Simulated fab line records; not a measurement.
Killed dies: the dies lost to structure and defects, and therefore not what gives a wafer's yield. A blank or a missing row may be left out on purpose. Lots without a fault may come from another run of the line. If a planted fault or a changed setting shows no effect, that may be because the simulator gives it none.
A single fault, viewed from 2 desks | flow sfqLine | each desk has only its own numbers; what lay behind them comes last

## AT THE TOOL OWNER'S DESK: lithoTrack-02
The tool's own readings at SFQ_TRILAYER_M4_LITHO_COAT_093 (resist thk 600 nm): means of the sampled wafers that have a number, for each lot that ran on this tool. If a lot's mean is further than 4 standard deviations from the usual mean, the lot is out of limits and carries the mark OUT (the distance appears in the brackets).
Columns: A = chillPlateTempC at SFQ_TRILAYER_M4_LITHO_COAT_093, usual 23.00 C; B = spinSpeedRpm at SFQ_TRILAYER_M4_LITHO_COAT_093, usual 2999.7 rpm
lot  | first seen here | A     | B
L560 | day 45 10:40    | 23.06 | 2999.4
L563 | day 46 10:53    | 23.01 | 2997.5
L571 | day 49 08:50    | 23.06 | 2895.9 (-43) OUT
L572 | day 49 11:05    | 22.96 | 2895.6 (-43) OUT
Finding of this desk: L571, L572 out of limits; the first was L571 at day 49 08:50, on spinSpeedRpm at SFQ_TRILAYER_M4_LITHO_COAT_093. Within limits: L560, L563.

## THE METROLOGY DESK
What the gauges read for every lot (on any tool): the sampled wafers with a number, averaged. If a lot's mean is further than 4 standard deviations from the usual mean, the lot is out of limits and carries the mark OUT (the distance appears in the brackets).
Columns: A = M6_OVL at SFQ_M6_OVL_MEAS_940, usual 2 nm
lot  | first seen here | A
L554 | day 72 07:40    | 0
L556 | day 74 19:59    | -8
L558 | day 75 04:30    | 4
L559 | day 75 05:41    | 1
L560 | day 75 08:06    | 6
L561 | day 75 09:18    | -1
L562 | day 75 10:29    | -4
L563 | day 76 23:49    | 3
L568 | day 78 08:35    | 10
L571 | day 78 12:11    | 1
L572 | day 78 13:23    | 4
L573 | day 78 14:35    | 3
L574 | day 82 20:00    | -3
L577 | day 83 05:35    | 1
This desk found nothing out of limits on any of the 14 lots.

## PUT TOGETHER
An alarm could have come from the tool owner's desk at day 49 08:50, on L571, L572.
Nothing out of limits was seen by the metrology desk.
The metrology desk has L571, L572 on record, within its limits.
On lithoTrack-02, each named lot ran SFQ_TRILAYER_M4_LITHO_COAT_093.

## WHAT THE SIMULATOR PUT IN
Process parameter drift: lithoTrack-02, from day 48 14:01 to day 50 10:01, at SFQ_TRILAYER_M4_LITHO_COAT_093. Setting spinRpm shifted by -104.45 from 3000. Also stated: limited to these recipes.
Lots struck among those shown: L571, L572.
Each desk's first reading out of limits, in hours after the fault started: the tool owner's desk, 19.
